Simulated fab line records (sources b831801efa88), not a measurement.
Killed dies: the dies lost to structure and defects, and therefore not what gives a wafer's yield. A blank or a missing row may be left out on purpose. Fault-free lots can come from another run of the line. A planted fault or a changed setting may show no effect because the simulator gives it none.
What tool caused it? -- flow sky130 -- 24 lots, 72 wafers sampled, at 4 steps of a route of 708

== WHAT EACH GAUGE READ, for each wafer ==
SKY_CAPM_OVL_MEAS_12.
lot,measured,on,CAPM_OVL (nm)
L074,day 37 14:25,overlay-02,-3.6 0.8 -2.0
L076,day 38 10:28,overlay-01,-0.6 -0.8 0.1
L075,day 38 13:00,overlay-02,-2.4 -1.4 -1.4
L078,day 38 19:47,overlay-01,0.0 0.0 -0.2
L077,day 38 22:38,overlay-01,-1.0 0.5 0.3
L079,day 39 00:00,overlay-01,-1.7 -1.1 -1.3
L080,day 39 18:22,overlay-01,1.4 1.4 -0.7
L081,day 40 01:06,overlay-01,0.6 -1.8 2.2
L082,day 40 02:18,overlay-01,0.7 2.5 2.5
L083,day 40 03:42,overlay-02,-1.5 0.6 -0.8
L084,day 40 14:25,overlay-01,0.0 -1.2 0.1
L085,day 40 23:26,overlay-02,0.4 0.2 -0.9
L086,day 41 05:22,overlay-01,2.4 2.6 0.7
L087,day 41 13:14,overlay-01,2.2 2.3 1.5
L088,day 41 14:08,overlay-02,-3.2 -1.4 -1.3
L089,day 41 22:54,overlay-02,1.8 0.3 -0.3
L090,day 42 01:54,overlay-02,-0.9 0.5 0.1
L091,day 42 14:52,overlay-01,2.1 1.6 0.3
L092,day 42 20:22,overlay-02,-2.8 -2.2 -3.6
L093,day 43 05:28,overlay-01,-0.1 -1.0 0.4
L094,day 43 05:29,overlay-02,1.3 0.5 3.3
L095,day 43 14:23,overlay-02,-1.8 -0.9 -0.8
L096,day 43 16:06,overlay-02,-1.5 -2.2 -0.2
L097,day 44 01:08,overlay-02,0.7 -0.3 -0.2

SKY_METAL3_CD_MEAS_13 targets a cd of 300 nm.
lot,measured,on,cd nm (nm)
L074,day 38 16:40,cd sem-01,299.9 300.3 300.0
L076,day 39 11:47,cd sem-01,299.7 299.1 298.4
L075,day 39 14:22,cd sem-02,299.7 301.6 300.7
L078,day 39 20:19,cd sem-01,300.1 300.9 299.7
L077,day 40 00:26,cd sem-02,299.2 298.9 299.1
L079,day 40 01:42,cd sem-02,300.1 301.5 300.5
L080,day 40 19:34,cd sem-02,302.4 301.0 302.3
L081,day 41 01:58,cd sem-02,299.3 297.1 299.0
L082,day 41 03:34,cd sem-02,298.4 299.7 299.5
L083,day 41 05:18,cd sem-01,301.5 301.2 299.8
L084,day 41 15:06,cd sem-01,298.7 299.7 301.3
L085,day 41 23:30,cd sem-02,298.5 300.6 298.8
L086,day 42 05:47,cd sem-02,300.7 300.6 300.1
L087,day 42 13:37,cd sem-01,299.7 299.2 301.1
L088,day 42 14:44,cd sem-02,298.0 298.9 297.9
L089,day 42 23:07,cd sem-01,300.8 300.5 299.2
L090,day 43 01:57,cd sem-02,299.6 299.6 299.5
L091,day 43 14:16,cd sem-01,303.8 303.8 304.2
L092,day 43 20:37,cd sem-01,302.0 300.9 301.0
L093,day 44 03:27,cd sem-02,299.5 300.6 299.8
L094,day 44 04:24,cd sem-02,301.3 301.5 301.5
L095,day 44 13:14,cd sem-02,295.8 296.3 296.6
L096,day 44 14:38,cd sem-02,299.1 299.2 299.8
L097,day 44 23:55,cd sem-02,303.6 303.1 303.1

SKY_VIA3_THK_MEAS_01.
lot,measured,on,VIA3_HDPCVD_THK (nm)
L074,day 38 17:54,film metro-02,1640 1619 1605
L076,day 39 13:02,film metro-02,1631 1627 1644
L075,day 39 15:36,film metro-03,1628 1605 1619
L078,day 39 21:33,film metro-03,1617 1624 1626
L077,day 40 01:43,film metro-02,1637 1636 1637
L079,day 40 02:59,film metro-03,1610 1613 1606
L080,day 40 20:46,film metro-02,1650 1639 1640
L081,day 41 03:12,film metro-02,1623 1614 1638
L082,day 41 04:47,film metro-02,1634 1616 1640
L083,day 41 06:31,film metro-03,1632 1629 1630
L084,day 41 16:19,film metro-02,1624 1621 1606
L085,day 42 00:45,film metro-03,1626 1626 1631
L086,day 42 07:05,film metro-01,1625 1648 1633
L087,day 42 15:18,film metro-02,1626 1642 1646
L088,day 42 16:01,film metro-02,1615 1613 1610
L089,day 43 00:20,film metro-03,1628 1641 1630
L090,day 43 03:11,film metro-01,1655 1654 1642
L091,day 43 15:38,film metro-03,1624 1611 1615
L092,day 43 21:49,film metro-02,1616 1625 1612
L093,day 44 04:55,film metro-03,1614 1631 1632
L094,day 44 05:49,film metro-01,1631 1619 1620
L095,day 44 14:41,film metro-02,1658 1628 1603
L096,day 44 16:02,film metro-01,1622 1645 1627
L097,day 45 01:08,film metro-03,1619 1616 1651

== WHICH TOOL RAN EACH LOT (tool, then ch and the chambers of the sampled wafers, then the start) ==
lot,SKY_METAL3_STRIP_19
L074,"plasma asher-01 ch 0, day 38 17:08"
L076,"plasma asher-04 ch 1, day 39 12:16"
L075,"plasma asher-04 ch 0,1, day 39 14:51"
L078,"plasma asher-04 ch 0,1, day 39 20:47"
L077,"plasma asher-04 ch 0,1, day 40 00:53"
L079,"plasma asher-04 ch 0,1, day 40 02:10"
L080,"plasma asher-01 ch 0,1, day 40 20:01"
L081,"plasma asher-03 ch 0,1, day 41 02:25"
L082,"plasma asher-04 ch 0,1, day 41 04:01"
L083,"plasma asher-01 ch 0,1, day 41 05:45"
L084,"plasma asher-04 ch 0,1, day 41 15:35"
L085,"plasma asher-03 ch 0,1, day 41 23:59"
L086,"plasma asher-03 ch 0,1, day 42 06:16"
L087,"plasma asher-04 ch 0,1, day 42 14:08"
L088,"plasma asher-03 ch 0,1, day 42 15:16"
L089,"plasma asher-01 ch 0,1, day 42 23:34"
L090,"plasma asher-04 ch 0,1, day 43 02:26"
L091,"plasma asher-03 ch 0,1, day 43 14:48"
L092,"plasma asher-04 ch 0,1, day 43 21:04"
L093,"plasma asher-04 ch 0,1, day 44 04:07"
L094,"plasma asher-03 ch 0,1, day 44 05:04"
L095,"plasma asher-01 ch 0,1, day 44 13:54"
L096,"plasma asher-03 ch 0,1, day 44 15:14"
L097,"plasma asher-01 ch 0,1, day 45 00:22"
- SKY_METAL3_STRIP_19: strips in O2/N2.

== WHAT THE TOOLS THEMSELVES READ (means of the sampled wafers that have a number; where no wafer has one, the mark that the record gives instead) ==
SKY_METAL3_STRIP_19.
lot,tool,drypump motor current A (A),oes product au (a.u.),strip time to endpoint s (s)
L074,plasma asher-01,4.8,0.500,6.50
L076,plasma asher-04,6.7,0.501,6.45
L075,plasma asher-04,5.6,0.499,6.42
L078,plasma asher-04,6.2,0.497,6.44
L077,plasma asher-04,6.2,0.501,6.52
L079,plasma asher-04,5.6,0.498,6.45
L080,plasma asher-01,5.1,0.500,6.48
L081,plasma asher-03,5.9,0.501,6.49
L082,plasma asher-04,5.6,0.503,6.52
L083,plasma asher-01,5.1,0.500,6.50
L084,plasma asher-04,6.2,0.501,6.56
L085,plasma asher-03,5.6,0.497,6.43
L086,plasma asher-03,5.9,0.504,6.56
L087,plasma asher-04,6.2,0.499,6.47
L088,plasma asher-03,5.6,0.503,6.58
L089,plasma asher-01,5.1,0.494,6.39
L090,plasma asher-04,6.2,0.505,6.55
L091,plasma asher-03,5.9,0.508,6.52
L092,plasma asher-04,6.2,0.498,6.49
L093,plasma asher-04,5.7,0.510,6.62
L094,plasma asher-03,5.6,0.505,6.60
L095,plasma asher-01,5.1,0.505,6.59
L096,plasma asher-03,5.6,0.498,6.55
L097,plasma asher-01,5.0,0.508,6.54

== THE ANSWER, worked out from the rows above alone ==
Rule: what is usual is taken from the lots themselves. The widest of any qualifying gaps counts: lots, ordered by their means at a reading, are off when they make up no more than a third of the lots, leave a main group of 4 or more, and stand apart from it by 3 or more times the standard deviation of that group's means. The tables above print the reading to a certain number of digits; a main group whose means all agree to those digits is not used. Also off: a lot with no number at a reading for which 4 or more lots have one. All remaining lots with rows at the step are treated as sound. First the gauges in route order, then the tools' own readings, where a lot's mean is used as printed above. At the first step where some lot is off, the reading lying furthest off is the one used; lots without a number count as furthest.
None of the lots is off at any reading shown; this tells nothing.

== WHAT THE SIMULATOR HAD INSERTED ==
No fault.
